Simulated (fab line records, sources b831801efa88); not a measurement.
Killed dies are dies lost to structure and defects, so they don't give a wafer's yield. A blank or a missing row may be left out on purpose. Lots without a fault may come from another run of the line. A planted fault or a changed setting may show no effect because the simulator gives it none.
One fault seen from 2 desks | flow gf180mcu | each desk has only its own numbers; what lay behind them comes last

THE METROLOGY DESK
What the gauges read, lot by lot, whatever tool the lot ran on: means of the sampled wafers that have a number. A lot is out of limits, marked OUT, if its mean lies more than 4 standard deviations from the usual mean; the brackets give that distance.
Columns: A = CONTACT_BOW at GF_CONTACT_BOW_MEAS_05, usual 64 um
lot  | first seen here | A
L885 | day 15 05:14    | 58
L886 | day 15 12:14    | 73
L888 | day 15 23:50    | 69
L889 | day 16 10:07    | 65
L890 | day 16 18:10    | 61
L891 | day 17 01:28    | 64
L893 | day 17 20:58    | 65
L895 | day 18 14:58    | 67
L896 | day 19 02:47    | 68
L897 | day 19 09:26    | 70
L898 | day 19 13:19    | 65
L901 | day 21 00:17    | 67
L902 | day 21 18:22    | 64
L903 | day 21 23:45    | 69
This desk's finding: nothing out of limits on any of the 14 lots.

THE TOOL OWNER'S DESK: litho_track-02
The tool's own readings at GF_V1_DEVELOP_13 (develop time 60 s): means of the sampled wafers that have a number, for each lot that ran on this tool. A lot is out of limits, marked OUT, if its mean lies more than 4 standard deviations from the usual mean; the brackets give that distance.
Columns: A = developer_temp_C at GF_V1_DEVELOP_13, usual 20.99 C
lot  | first seen here | A
L886 | day 18 10:23    | 20.92
L890 | day 19 20:59    | 21.14
L891 | day 20 04:16    | 20.91
L893 | day 20 23:34    | 21.12
L898 | day 22 16:23    | 21.12
L901 | day 24 00:14    | 18.75 (-22) OUT
L902 | day 24 16:11    | 18.86 (-21) OUT
This desk's finding: out of limits on L901, L902; first on L901, day 24 00:14 (developer_temp_C at GF_V1_DEVELOP_13). In limits: L886, L890, L891, L893, L898.

PUT TOGETHER
The tool owner's desk could have raised an alarm at day 24 00:14, on L901, L902.
The metrology desk saw nothing out of limits.
The metrology desk has L901, L902 on record, within its limits.
Of the lots named, all ran GF_V1_DEVELOP_13 on litho_track-02.

WHAT THE SIMULATOR HAD PUT IN
Process parameter drift: litho_track-02, from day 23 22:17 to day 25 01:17, at GF_V1_DEVELOP_13. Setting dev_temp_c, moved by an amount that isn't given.
Lots struck among those shown: L901, L902.
Hours from the fault's start to each desk's first reading out of limits: the tool owner's desk, 2.
